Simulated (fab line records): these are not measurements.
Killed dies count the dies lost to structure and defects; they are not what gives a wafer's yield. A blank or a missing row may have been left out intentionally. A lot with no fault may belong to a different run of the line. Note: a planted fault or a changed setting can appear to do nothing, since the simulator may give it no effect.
Which of the tools did it? | flow gf180mcu | 42 wafers from 14 lots sampled at 2 of the route's 602 steps

WHAT THE GAUGES SHOWED, per wafer
GF_V4_THK_MEAS_01.
lot  | measured     | on           | V4_CVD_00_THK (nm)
L775 | day 23 15:08 | filmMetro-03 | 599 599 592
L776 | day 23 22:46 | filmMetro-03 | 593 593 595
L780 | day 25 11:13 | filmMetro-04 | 609 602 601
L781 | day 25 17:43 | filmMetro-03 | 609 605 602
L782 | day 26 08:24 | filmMetro-03 | 604 600 597
L783 | day 26 15:25 | filmMetro-01 | 609 606 611
L784 | day 27 00:54 | filmMetro-03 | 600 599 600
L785 | day 27 04:16 | filmMetro-03 | 606 614 609
L786 | day 27 14:20 | filmMetro-01 | 599 599 603
L794 | day 29 20:40 | filmMetro-03 | 609 610 607
L795 | day 29 23:55 | filmMetro-03 | 600 598 600
L796 | day 30 09:27 | filmMetro-04 | 601 610 601
L797 | day 30 14:22 | filmMetro-03 | 603 603 605
L798 | day 30 20:29 | filmMetro-03 | 606 605 600

TOOL THAT RAN EACH LOT (tool first, then ch and the chambers of the sampled wafers, then the start)
lot  | GF_V3_SPUTTER_22
L775 | pvdSputter-02, day 22 14:52
L776 | pvdSputter-02, day 22 22:11
L780 | pvdSputter-04, day 24 11:56
L781 | pvdSputter-01, day 24 17:46
L782 | pvdSputter-04, day 25 09:16
L783 | pvdSputter-01, day 25 16:49
L784 | pvdSputter-02, day 26 01:56
L785 | pvdSputter-04, day 26 05:27
L786 | pvdSputter-01, day 26 15:47
L794 | pvdSputter-04, day 29 00:24
L795 | pvdSputter-02, day 29 03:45
L796 | pvdSputter-04, day 29 12:49
L797 | pvdSputter-01, day 29 17:31
L798 | pvdSputter-04, day 30 00:30
- GF_V3_SPUTTER_22: material TiN, target thk 10 nm, time 40 s.

AS READ BY THE TOOLS THEMSELVES (means over the sampled wafers that have a number; for cases with no such wafer, the mark the record gives instead)
GF_V3_SPUTTER_22.
lot  | tool          | chamberPressurePa (Pa) | throttleValvePct (%)
L775 | pvdSputter-02 | 4.989                  | 29.6
L776 | pvdSputter-02 | 5.002                  | 30.3
L780 | pvdSputter-04 | 5.010                  | 29.9
L781 | pvdSputter-01 | 4.999                  | 31.0
L782 | pvdSputter-04 | 5.004                  | 30.4
L783 | pvdSputter-01 | 5.004                  | 30.9
L784 | pvdSputter-02 | 4.992                  | 30.5
L785 | pvdSputter-04 | 5.006                  | 30.7
L786 | pvdSputter-01 | 4.995                  | 31.3
L794 | pvdSputter-04 | 4.992                  | 30.6
L795 | pvdSputter-02 | 4.990                  | 29.2
L796 | pvdSputter-04 | 5.002                  | 30.1
L797 | pvdSputter-01 | 5.012                  | 31.0
L798 | pvdSputter-04 | 5.005                  | 30.6

THE ANSWER, worked out from the rows above alone
Rule: the lots themselves supply what counts as usual. The widest of any qualifying gaps counts: lots, ordered by their means at a reading, are off when they make up no more than a third of the lots, leave a main group of 4 or more, and stand apart from it by 3 or more times the standard deviation of that group's means. A main group is skipped when, at the precision printed for the reading in the tables above, its means are all equal. Also off: a lot with no number at a reading for which 4 or more lots have one. Where the step has rows for the other lots, those lots are counted as sound. Order of review: gauges by route order, followed by the tools' own readings, for which a lot's mean as printed above is used. At the first step where some lot is off, the reading lying furthest off is the one used; lots without a number count as furthest.
No lot is off at any reading shown: from this, nothing can be told.

WHAT THE SIMULATOR HAD PUT IN
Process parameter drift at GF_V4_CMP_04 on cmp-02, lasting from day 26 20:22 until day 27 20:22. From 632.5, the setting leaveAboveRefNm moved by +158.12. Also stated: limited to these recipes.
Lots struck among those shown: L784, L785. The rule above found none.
